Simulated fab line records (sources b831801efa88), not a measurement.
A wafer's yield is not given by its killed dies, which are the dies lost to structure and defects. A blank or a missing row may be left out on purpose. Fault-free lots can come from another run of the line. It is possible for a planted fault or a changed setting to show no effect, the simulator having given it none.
A single fault, viewed from 2 desks -- flow gf180mcu -- every desk sees just its own numbers, and what lay behind them comes last

## FOR THE TOOL OWNER'S DESK: lpcvd-02
The tool's own readings at GF_HV_LDD_CVD_56 (deposits Si3N4 from DCS/NH3, target thk 90 nm, time 1543 s): means of the sampled wafers that have a number, for each lot that ran on this tool. Any lot whose mean is over 4 standard deviations away from the usual mean is out of limits and marked OUT; that distance is given in the brackets.
Columns: A = spikeTcCentreC at GF_HV_LDD_CVD_56, usual 770.4 C; B = zonePowerBottomPct at GF_HV_LDD_CVD_56, usual 19.2 %
lot,first seen here,A,B
L980,day 13 20:58,772.3,22.9
L984,day 15 02:59,768.8,19.4
L990,day 17 15:00,770.1,19.2
L989,day 17 17:08,768.9,19.4
Finding of this desk: none of the 4 lots has anything out of limits.

## FROM THE METROLOGY DESK
What the gauges read, lot by lot, whatever tool the lot ran on: means of the sampled wafers that have a number. Any lot whose mean is over 4 standard deviations away from the usual mean is out of limits and marked OUT; that distance is given in the brackets.
Columns: A = HV_LDD_CVD_56_THK at GF_HV_LDD_THK_MEAS_57, usual 90.5 nm; B = V2_CVD_02_THK at GF_V2_THK_MEAS_03, usual 848 nm; C = V2_BOW at GF_V2_BOW_MEAS_05, usual 100 um
lot,first seen here,A,B,C
L980,day 13 22:23,90.7,840,108
L982,day 14 09:55,90.4,847,102
L984,day 15 04:25,90.3,831,97
L990,day 17 17:09,97.3 (+8.0) OUT,861,113
L989,day 17 19:17,95.6 (+6.0) OUT,854,95
L991,day 18 01:21,91.2,835,95
L992,day 18 09:14,90.4,862,96
L994,day 19 00:01,92.4,853,106
L997,day 19 14:52,90.4,847,104
L998,day 20 06:53,90.8,872,103
L999,day 20 12:57,90.8,856,109
This desk finds L989, L990 out of limits, with the earliest case on L990 at day 17 17:09 (HV_LDD_CVD_56_THK at GF_HV_LDD_THK_MEAS_57). L980, L982, L984, L991, L992, L994, L997, L998, L999: within limits.

## ALL TOGETHER
At day 17 17:09 the metrology desk could have sounded an alarm, on L989, L990.
The desk of the tool owner found nothing out of limits.
The tool owner's desk has L989, L990 on record, within its limits.
All the named lots went through GF_HV_LDD_CVD_56 on lpcvd-02.

## WHAT THE SIMULATOR HAD INSERTED
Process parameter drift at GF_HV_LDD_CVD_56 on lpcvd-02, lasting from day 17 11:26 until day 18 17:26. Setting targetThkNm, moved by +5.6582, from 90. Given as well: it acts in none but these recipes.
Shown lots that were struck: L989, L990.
Hours from the fault's start to each desk's first reading out of limits: the metrology desk, 6.
